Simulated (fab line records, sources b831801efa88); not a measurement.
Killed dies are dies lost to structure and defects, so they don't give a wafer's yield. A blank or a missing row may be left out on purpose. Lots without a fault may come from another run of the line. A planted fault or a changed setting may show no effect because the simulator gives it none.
Problem report in the 8D (eight disciplines) form, filled by code | flow sky130 | the parts of the form that need people (team, actions taken, sign-off) are left out

1. THE PROBLEM
oes_product_au at SKY_LOCAL_INTERCONNECT_ETCH_13 reads a mean of 0.721 a.u. on 6 wafers of 2 lots; wafers without a fault read 0.854 a.u. with a standard deviation of 0.0047. That is -28 standard deviations from the usual mean.
The step: etches BARC in N2/H2, stops on SiO2, time 45.9 s, target depth 60 nm.
First seen on wafer L887.3, day 36 21:22, on rie_metal-01. The record holds 30 wafers of 10 lots with a number at this step. Rule for "out", or "out of limits": more than 4 standard deviations from the usual mean. The other wafers with a number count as sound.

2. WHAT IT IS AND WHAT IT IS NOT
question                    | is                     | is not
which readings at this step | oes_product_au         | drypump_motor_current_A
which lots                  | L887, L890             | L867, L868, L869, L871, L876, L879, L880, L888
which wafers of those lots  | all that have a number | -
read on which tools         | rie_metal-01           | rie_metal-02, rie_metal-03
when                        | from day 36 21:22      | up to then (21 sound wafers); but 3 sound wafers of L888 came after

3. SUSPECTS, AND WHAT RULES EACH OUT
Counting: a tool at a process step up to the reading stays a suspect if it ran every lot that is out and no sound lot after the first of them.
- rie_metal-01 at SKY_LOCAL_INTERCONNECT_ETCH_13 (etches BARC in N2/H2, stops on SiO2, time 45.9 s, target depth 60 nm): kept. It ran every lot that is out, first L887 (day 36 21:22), and no sound lot after that; its last sound lot up to then is L876 (day 33 09:44). Its own readings are out on those wafers: oes_product_au.
Left after counting: rie_metal-01 at SKY_LOCAL_INTERCONNECT_ETCH_13.

4. THE CAUSE (what the simulator had put in)
Process parameter drift: rie_metal-01, from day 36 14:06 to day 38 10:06, at SKY_LOCAL_INTERCONNECT_ETCH_13. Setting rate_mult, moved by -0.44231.
Counting left only this tool.

5. THE CHAIN OF EFFECTS, in route order
Each row: a reading whose mean over the struck wafers that have a number lies more than 3 standard deviations from the usual. Only readings for which the record gives a usual standard deviation are gone through. hours: the time from each lot's start at the first step in this table that gives one to its start at this step, as a median over the lots. sigmas: the change in usual standard deviations.
hours | step                                 | reading                  | usual      | on struck wafers | change | sigmas
0     | SKY_LOCAL_INTERCONNECT_ETCH_13       | oes_product_au           | 0.854 a.u. | 0.721            | -0.133 | -28
0     | SKY_LOCAL_INTERCONNECT_METAL_ETCH_14 | oes_product_au           | 0.942 a.u. | 0.376            | -0.566 | -74
0     | SKY_LOCAL_INTERCONNECT_METAL_ETCH_14 | throttle_valve_pct       | 21.900 %   | 22.271           | +0.371 | +37
0     | SKY_LOCAL_INTERCONNECT_STRIP_15      | strip_time_to_endpoint_s | 4.722 s    | 4.938            | +0.216 | +8.6
324   | SKY_PAD_OPEN_PROBE_99                | killed_at_contacts       | 25         | 433              | +408   | +73
324   | SKY_PAD_OPEN_PROBE_99                | killed_dies              | 86         | 492              | +406   | +41
324   | SKY_PAD_OPEN_PROBE_99                | killed_on_rim            | 17         | 96               | +79    | +19
The process steps in it:
- SKY_LOCAL_INTERCONNECT_ETCH_13: etches BARC in N2/H2, stops on SiO2, time 45.9 s, target depth 60 nm.
- SKY_LOCAL_INTERCONNECT_METAL_ETCH_14: etches TiN in Cl2/BCl3, stops on PSG, target depth 110 nm, time 31.4 s.
- SKY_LOCAL_INTERCONNECT_STRIP_15: strips in O2/N2.
- SKY_PAD_OPEN_PROBE_99

6. WHAT WOULD HAVE CAUGHT IT SOONER
In this record the first reading out of limits was taken at day 36 21:22, 7 hours after the fault began at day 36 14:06.
